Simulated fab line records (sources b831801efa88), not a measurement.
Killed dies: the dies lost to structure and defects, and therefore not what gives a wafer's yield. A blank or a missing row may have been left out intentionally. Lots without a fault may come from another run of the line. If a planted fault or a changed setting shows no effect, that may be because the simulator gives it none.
The tool behind it: which one? | flow gf180mcu | 36 wafers from 12 lots sampled at 2 of the route's 602 steps

## WHAT THE GAUGES READ, wafer by wafer
GF_V3_THK_MEAS_25: measures by xrf. Usual: V3_W_THK gives 361 nm (standard deviation 5.1).
lot  | measured     | on            | V3_W_THK (nm) | flag
L702 | day 22 18:07 | film-metro-03 | 365 367 364   |
L703 | day 23 04:12 | film-metro-01 | 363 371 366   |
L705 | day 23 15:17 | film-metro-03 | 360 369 362   |
L706 | day 24 02:10 | film-metro-03 | 355 355 353   |
L707 | day 24 08:16 | film-metro-04 | 355 359 361   |
L708 | day 24 20:14 | film-metro-04 | 361 354 355   |
L709 | day 25 02:35 | film-metro-04 | 351 353 357   |
L711 | day 25 17:59 | film-metro-01 | 369 360 372   |
L722 | day 29 04:34 | film-metro-04 | 357 362 358   |
L721 | day 29 04:53 | film-metro-03 | 360 362 354   |
L723 | day 29 15:11 | film-metro-04 | 354 359 358   |
L724 | day 29 20:50 | film-metro-04 | 362 363 356   |

## EACH LOT AND THE TOOL THAT RAN IT (in order: tool; ch and the chambers of the sampled wafers; start)
lot  | GF_V1_CMP_26
L702 | cmp-02 ch 0,1,3, day 18 11:50
L703 | cmp-02 ch 0,3, day 18 22:02
L705 | cmp-01 ch 0,2,3, day 19 11:28
L706 | cmp-02 ch 2,3, day 19 22:20
L707 | cmp-01 ch 2,3, day 20 05:46
L708 | cmp-01 ch 0,3, day 20 17:49
L709 | cmp-02 ch 0,2, day 21 00:59
L711 | cmp-02 ch 1,2,3, day 21 18:28
L722 | cmp-01 ch 1,2,3, day 25 12:59
L721 | cmp-02 ch 0,2,3, day 25 13:04
L723 | cmp-01 ch 1,3, day 25 22:41
L724 | cmp-01 ch 2,3, day 26 07:49
- GF_V1_CMP_26: polishes, stops on SiO2, t overpolish 15 s, target thk 0 nm.

## AS READ BY THE TOOLS THEMSELVES (means over the sampled wafers that have a number; for cases with no such wafer, the mark the record gives instead)
GF_V1_CMP_26. Usual: head-pressure-psi 3.499 psi, standard deviation 0.008; motor-current-A 11.1 A, standard deviation 1.3; overpolish-run-s 15.000 s, standard deviation 0.0095; time-to-endpoint-s 85 s, standard deviation 4.1.
lot  | tool   | head-pressure-psi (psi) | motor-current-A (A) | overpolish-run-s (s) | time-to-endpoint-s (s) | flag
L702 | cmp-02 | 3.501                   | 11.3                | 15.001               | 92                     |
L703 | cmp-02 | 3.496                   | 12.1                | 15.005               | 92                     |
L705 | cmp-01 | 3.495                   | 11.1                | 14.994               | 84                     |
L706 | cmp-02 | 3.501                   | 12.3                | 14.992               | 84                     |
L707 | cmp-01 | 3.496                   | 10.9                | 14.994               | 81                     |
L708 | cmp-01 | 3.495                   | 11.1                | 14.997               | 84                     |
L709 | cmp-02 | 3.497                   | 13.0                | 14.992               | 82                     |
L711 | cmp-02 | 3.498                   | 11.4                | 15.002               | 82                     |
L722 | cmp-01 | 3.499                   | 10.4                | 15.006               | 82                     |
L721 | cmp-02 | 3.499                   | 12.4                | 15.005               | 82                     |
L723 | cmp-01 | 3.499                   | 10.6                | 15.005               | 83                     |
L724 | cmp-01 | 3.501                   | 11.0                | 15.008               | 83                     |

## THE ANSWER, worked out from the rows above alone
Rule: take the mean of a lot's wafers that have a number; if it is more than 3 standard deviations from the usual mean, the lot is off. Also off: a lot with no number at a reading for which 4 or more lots have one. Any other lot the step has rows for is counted as sound. After the gauges, taken in route order, come the tools' own readings; for these a lot's mean is taken, as printed above. At the first step where some lot is off, the reading lying furthest off is the one used; lots without a number count as furthest.
Nothing can be told from this: no lot is off at any reading shown.

## WHAT THE SIMULATOR HAD INSERTED
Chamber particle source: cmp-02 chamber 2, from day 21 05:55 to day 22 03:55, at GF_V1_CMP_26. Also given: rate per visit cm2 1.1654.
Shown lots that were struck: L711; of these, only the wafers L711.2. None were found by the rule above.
